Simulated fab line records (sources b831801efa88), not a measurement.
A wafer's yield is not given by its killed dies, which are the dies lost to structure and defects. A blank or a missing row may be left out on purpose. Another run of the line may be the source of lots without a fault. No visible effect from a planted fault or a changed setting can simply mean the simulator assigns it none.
Comparing a struck lot with a sound one -- flow sky130 -- 32 steps out of a route of 708
Sound: wafers L415.2, L415.3, L415.5. Wafers struck: L418.1, L418.3, L418.4. Last of all comes the cause.
At each step with rows: each side's tool, then ch and its chambers, then its first start. Under that, the readings that differ: sound wafers -- struck wafers -- difference of the means -- sigmas: that difference in standard deviations of wafers without a fault.
alike: a reading whose means differ by less than 2 such deviations, as well as words and numbers matching on both sides. not compared: withheld readings; readings where some wafer has no value; bounds like >300 that might hide an equal value; numbers whose values overlap and for which the record gives no deviation.
The two part at a step that has a row with sigmas, a row that says differs or no value, or rows on one side only. Non-overlapping numbers with no deviation appear without sigmas and do not part them. A reading missing from all wafers of one side parts the sides only when that side holds two or more wafers.

first, 3 steps without rows for these wafers: SKY_LDD_P_EXPOSE_04 (exposes mask PSDM, target cd 380 nm); SKY_LDD_P_PEB_05; SKY_LDD_P_DEVELOP_06 (develop time 60 s).
SKY_LDD_P_CD_MEAS_07 targets a cd of 380 nm.
  struck on cd sem-01, day 24 01:14; sound on cd sem-01, day 22 12:03
  alike: cd nm
SKY_LDD_P_OVL_MEAS_08:
  struck on overlay-02, day 24 01:21; sound on overlay-01, day 22 12:09
  alike: LDD_P_OVL
after that, 1 step had no rows for these wafers: SKY_LDD_P_IMPLANT_09.
SKY_LDD_P_STRIP_10: strips in O2/N2.
  sound on plasma asher-01 ch 1, day 22 12:20; struck on plasma asher-02 ch 0,1, day 24 01:32
  alike: drypump motor current A, oes product au, strip time to endpoint s
  not compared: rf hours counter h
SKY_LDD_P_TW_MEAS_11:
  struck on film metro-04, day 24 01:38; sound on film metro-03, day 22 12:26
  alike: LDD_P_TW
then, 4 steps without rows for these wafers: SKY_LDD_HVN_DEHYDRATE_00 (time 60 s); SKY_LDD_HVN_HMDS_01 (prime time 60 s); SKY_LDD_HVN_COAT_02 (resist thk 300 nm); SKY_LDD_HVN_SOFTBAKE_03 (time 60 s).
SKY_LDD_HVN_EXPOSE_04: exposes mask HVNTM, target cd 700 nm.
  sound on iline stepper-02 ch 0, day 23 02:50; struck on iline stepper-01 ch 0, day 24 16:08
reading,sound,struck,difference,sigmas
mask,HVNTM#0 HVNTM#0 HVNTM#0,HVPTM#0 HVPTM#0 HVPTM#0,differs,
then, 2 steps without rows for these wafers: SKY_LDD_HVN_PEB_05; SKY_LDD_HVN_DEVELOP_06 (develop time 60 s).
SKY_LDD_HVN_OVL_MEAS_07:
  struck on overlay-01, day 25 07:32; sound on overlay-01, day 23 18:50
reading,sound,struck,difference,sigmas
LDD_HVN_OVL (nm),1.1 0.1 -0.2,- - -,no value on the struck wafers,
after that, 1 step had no rows for these wafers: SKY_LDD_HVN_IMPLANT_08.
SKY_LDD_HVN_STRIP_09: strips in O2/N2.
  sound on plasma asher-03 ch 0,1, day 23 19:01; struck on plasma asher-02 ch 0,1, day 25 07:43
  alike: drypump motor current A, oes product au, strip time to endpoint s
  not compared: rf hours counter h
SKY_LDD_HVN_TW_MEAS_10:
  struck on film metro-04, day 25 07:49; sound on film metro-01, day 23 19:07
reading,sound,struck,difference,sigmas
LDD_HVN_TW,1444 1445 1445,30 30 30,-1415,-99 or more
then, 7 steps without rows for these wafers: SKY_LDD_HVP_DEHYDRATE_00 (time 60 s); SKY_LDD_HVP_HMDS_01 (prime time 60 s); SKY_LDD_HVP_COAT_02 (resist thk 300 nm); SKY_LDD_HVP_SOFTBAKE_03 (time 60 s); SKY_LDD_HVP_EXPOSE_04 (exposes mask HVPTM, target cd 700 nm); SKY_LDD_HVP_PEB_05; SKY_LDD_HVP_DEVELOP_06 (develop time 60 s).
SKY_LDD_HVP_OVL_MEAS_07:
  struck on overlay-02, day 26 12:58; sound on overlay-02, day 25 00:23
  alike: LDD_HVP_OVL
after that, 1 step had no rows for these wafers: SKY_LDD_HVP_IMPLANT_08.
SKY_LDD_HVP_STRIP_09: strips in O2/N2.
  sound on plasma asher-01 ch 0,1, day 25 00:34; struck on plasma asher-04 ch 0,1, day 26 13:08
reading,sound,struck,difference,sigmas
oes product au (a.u.),0.397 0.389 0.408,0.403 0.407 0.415,+0.010,+2
  alike: drypump motor current A, strip time to endpoint s
  not compared: rf hours counter h
SKY_LDD_HVP_TW_MEAS_10:
  struck on film metro-02, day 26 13:14; sound on film metro-03, day 25 00:40
reading,sound,struck,difference,sigmas
LDD_HVP_TW,459.9 458.8 458.1,1448.5 1448.9 1447.5,+989.4,+99 or more
then, 1 step without rows for these wafers: SKY_LDD_LDN_DEHYDRATE_00 (time 60 s).
-- the record jumps here: 22 days lie between the struck wafers' starts before and after (it left off in module LDD_LDN and takes up again in module PAD_OPEN, whose first step shown is number 708 of the route) --
SKY_PAD_OPEN_PROBE_99:
  struck on prober-01, day 49 01:10; sound on prober-01, day 48 04:28
reading,sound,struck,difference,sigmas
killed at front end,16 16 15,410 419 425,+402,+86
killed dies,88 85 88,492 492 492,+405,+42
killed on rim,20 13 13,96 96 96,+81,+21
model.etest.pfet g5v0d10v5.r on ohm um,4808 4758 4724,6310 6302 6301,+1541,
model.etest.pfet_16v.r on ohm um,1.51e+04 1.548e+04 1.53e+04,1.598e+04 1.557e+04 1.567e+04,+4.467e+02,
model.etest.nfet g5v0d10v5.r on ohm um,1887 1864 1850,2229 2217 2222,+356,
model.etest.pfet g5v0d10v5.drive ua um,333.9 336.9 344,249.6 252 249.2,-88.0,
model.etest.nfet g5v0d10v5.drive ua um,598.3 604 617.5,516.8 519.8 519.1,-88.0,
model.etest.nfet_05v0_nvt.drive ua um,572.9 577.6 582.5,541.4 545.2 538,-36.1,
model.etest.pfet_16v.drive ua um,239.9 237.6 241.2,229.2 229.5 229,-10.3,
model.etest.ring_5v.delay ps,44.8 44.81 44.1,57.63 57.08 57.45,+12.82,
  alike: killed_at_M0_to_M3, killed_at_M4_up, killed at contacts, killed at other, killed open, killed short

## WHERE THEY PART
Earliest at SKY_LDD_HVN_EXPOSE_04; latest, in this record, at SKY_PAD_OPEN_PROBE_99.

WHY: the cause the simulator had injected
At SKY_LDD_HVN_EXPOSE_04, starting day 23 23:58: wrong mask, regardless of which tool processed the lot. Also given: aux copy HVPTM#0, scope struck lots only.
